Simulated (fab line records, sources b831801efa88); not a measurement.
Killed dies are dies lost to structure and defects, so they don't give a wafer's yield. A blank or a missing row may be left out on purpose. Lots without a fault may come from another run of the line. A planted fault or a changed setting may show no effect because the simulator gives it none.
Problem report in the 8D (eight disciplines) form, filled by code | flow sfq_line | the parts of the form that need people (team, actions taken, sign-off) are left out

1. THE PROBLEM
L0_MONX_KI_RS at SFQ_L0_RS_MEAS_901 reads a mean of 69.6 ohm/sq on 1 wafer of 1 lot; wafers without a fault read 43.5 ohm/sq with a standard deviation of 0.41. That is +64 standard deviations from the usual mean.
The step: measures by four-point-probe.
First seen on wafer L722.1, day 3 09:34, on film_metro-03. The record holds 39 wafers of 13 lots with a number at this step. Rule for "out", or "out of limits": more than 4 standard deviations from the usual mean. The other wafers with a number count as sound.

2. WHAT IT IS AND WHAT IT IS NOT
question                    | is               | is not
which readings at this step | L0_MONX_KI_RS    | -
which lots                  | L722             | L714, L716, L717, L718, L719, L720, L723, L730, L731, L733, L734, L735
which wafers of those lots  | L722.1           | L722.2, L722.3
read on which gauges        | film_metro-03    | film_metro-01, film_metro-04
when                        | from day 3 09:34 | up to then (20 sound wafers); but 18 sound wafers of L723, L730, L731, L733, L734, L735 came after

3. SUSPECTS, AND WHAT RULES EACH OUT
Counting: a tool at a process step up to the reading stays a suspect if it ran every lot that is out. Sound lots after the first of them don't rule it out here, since some wafers of a struck lot are sound.
- the gauge at SFQ_L0_RS_MEAS_901: ruled out. All the wafers that are out were read on film_metro-03, but those of them that SFQ_TRILAYER_L0_ETCH_METAL_ETCH_008 has rows for are out there too, on other tools.
- pvd_sputter-06 at SFQ_TRILAYER_L0_DEP_SPUTTER_003 (material MoNx KI, target thk 40 nm, time 100 s): kept. It ran the lot that is out, L722 (day 3 09:29); its last sound lot up to then is L719 (day 2 18:29).
Left after counting: pvd_sputter-06 at SFQ_TRILAYER_L0_DEP_SPUTTER_003.

4. THE CAUSE (what the simulator had put in)
Process parameter drift: pvd_sputter-06, from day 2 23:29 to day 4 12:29, at SFQ_TRILAYER_L0_DEP_SPUTTER_003. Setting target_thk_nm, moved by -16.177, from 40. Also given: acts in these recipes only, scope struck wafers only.
Counting left only this tool.

5. THE CHAIN OF EFFECTS, in route order
Each row: a reading whose mean over the struck wafers that have a number lies more than 3 standard deviations from the usual. Only readings for which the record gives a usual standard deviation are gone through. hours: the time from each lot's start at the first step in this table that gives one to its start at this step, as a median over the lots. sigmas: the change in usual standard deviations.
hours | step                                | reading        | usual       | on struck wafers | change | sigmas
0     | SFQ_L0_RS_MEAS_901                  | L0_MONX_KI_RS  | 43.5 ohm/sq | 69.6             | +26.1  | +64
2     | SFQ_L0_THK_MEAS_902                 | L0_MONX_KI_THK | 39.7 nm     | 24.6             | -15.1  | -34
104   | SFQ_TRILAYER_L0_ETCH_METAL_ETCH_008 | oes_product_au | 0.874 a.u.  | 0.688            | -0.186 | -28
The process steps in it:
- SFQ_TRILAYER_L0_ETCH_METAL_ETCH_008: etches MoNx KI in SF6/O2, stops on SiO2, target depth 50 nm, time 25 s.

6. WHAT WOULD HAVE CAUGHT IT SOONER
In this record the first reading out of limits at a measuring or inspecting step was taken at day 3 09:34, 10 hours after the fault began at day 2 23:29.
Of the tool readings at SFQ_TRILAYER_L0_DEP_SPUTTER_003 for which the record gives a usual standard deviation, none was out on any struck wafer, so an alarm limit of 4 standard deviations on them would not have fired.
All the lots that are out (1) had begun SFQ_TRILAYER_L0_DEP_SPUTTER_003 on pvd_sputter-06 by day 3 09:34. A hold on the tool at that time would have spared none of them.
